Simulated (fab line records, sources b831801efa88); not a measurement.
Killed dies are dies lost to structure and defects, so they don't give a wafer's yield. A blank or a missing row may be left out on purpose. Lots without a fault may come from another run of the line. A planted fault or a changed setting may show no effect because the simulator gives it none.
Problem report in the 8D (eight disciplines) form, filled by code | flow gf180mcu | the parts of the form that need people (team, actions taken, sign-off) are left out

1. THE PROBLEM
LVPWELL_TW at GF_LVPWELL_TW_MEAS_11 reads a mean of 576 on 6 wafers of 2 lots; wafers without a fault read 558 with a standard deviation of 3.7. That is +4.8 standard deviations from the usual mean.
First seen on wafer L656.1, day 5 19:44, on film_metro-04. The record holds 39 wafers of 13 lots with a number at this step. Rule for "out", or "out of limits": more than 4 standard deviations from the usual mean. The other wafers with a number count as sound.

2. WHAT IT IS AND WHAT IT IS NOT
question                    | is                     | is not
which readings at this step | LVPWELL_TW             | -
which lots                  | L656, L657             | L648, L649, L650, L651, L652, L654, L663, L665, L667, L669, L670
which wafers of those lots  | all that have a number | -
read on which gauges        | film_metro-04          | film_metro-02, film_metro-03
when                        | from day 5 19:44       | up to then (18 sound wafers); but 15 sound wafers of L663, L665, L667, L669, L670 came after

3. SUSPECTS, AND WHAT RULES EACH OUT
Counting: a tool at a process step up to the reading stays a suspect if it ran every lot that is out and no sound lot after the first of them.
- the gauge at GF_LVPWELL_TW_MEAS_11: ruled out. All the wafers that are out were read on film_metro-04, but those of them that GF_LVPWELL_IMPLANT_09 has rows for are out there too, on other tools.
- implanter-04 at GF_LVPWELL_IMPLANT_09: kept. It ran every lot that is out, first L656 (day 5 19:29), and no sound lot after that; its last sound lot up to then is L652 (day 4 20:19). Its own readings are out on those wafers: tilt_deg.
Left after counting: implanter-04 at GF_LVPWELL_IMPLANT_09.

4. THE CAUSE (what the simulator had put in)
Process parameter drift: implanter-04, from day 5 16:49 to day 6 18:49, at GF_LVPWELL_IMPLANT_09. Setting tilt_deg, moved by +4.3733, from 0. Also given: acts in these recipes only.
Counting left only this tool.

5. THE CHAIN OF EFFECTS, in route order
Each row: a reading whose mean over the struck wafers that have a number lies more than 3 standard deviations from the usual. Only readings for which the record gives a usual standard deviation are gone through. hours: the time from each lot's start at the first step in this table that gives one to its start at this step, as a median over the lots. sigmas: the change in usual standard deviations.
hours | step                     | reading    | usual         | on struck wafers | change | sigmas
0     | GF_LVPWELL_IMPLANT_09    | tilt_deg   | 0.000 degrees | 4.405            | +4.405 | +99 or more
0     | GF_LVPWELL_TW_MEAS_11    | LVPWELL_TW | 558           | 576              | +18    | +4.8
98    | GF_VT_IMPLANT_RS_MEAS_48 | LVPWELL_RS | 1195.3 ohm/sq | 1166.5           | -28.8  | -10
The process steps in it:
- GF_LVPWELL_IMPLANT_09
Later measuring or inspecting steps at which every struck wafer that the step has a row for has a number for every such reading, and none has moved that far: GF_NSD_TW_MEAS_12, GF_CONTACT_RS_MEAS_25.

6. WHAT WOULD HAVE CAUGHT IT SOONER
In this record the first reading out of limits at a measuring or inspecting step was taken at day 5 19:44, 3 hours after the fault began at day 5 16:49.
The tool's own readings at GF_LVPWELL_IMPLANT_09 were out on every struck wafer that the step has a row for (tilt_deg): an alarm limit on them would have fired on the first of those.
Of the lots that are out (2), L657 began GF_LVPWELL_IMPLANT_09 on implanter-04 after day 5 19:44. A hold on the tool at that time would have spared it.
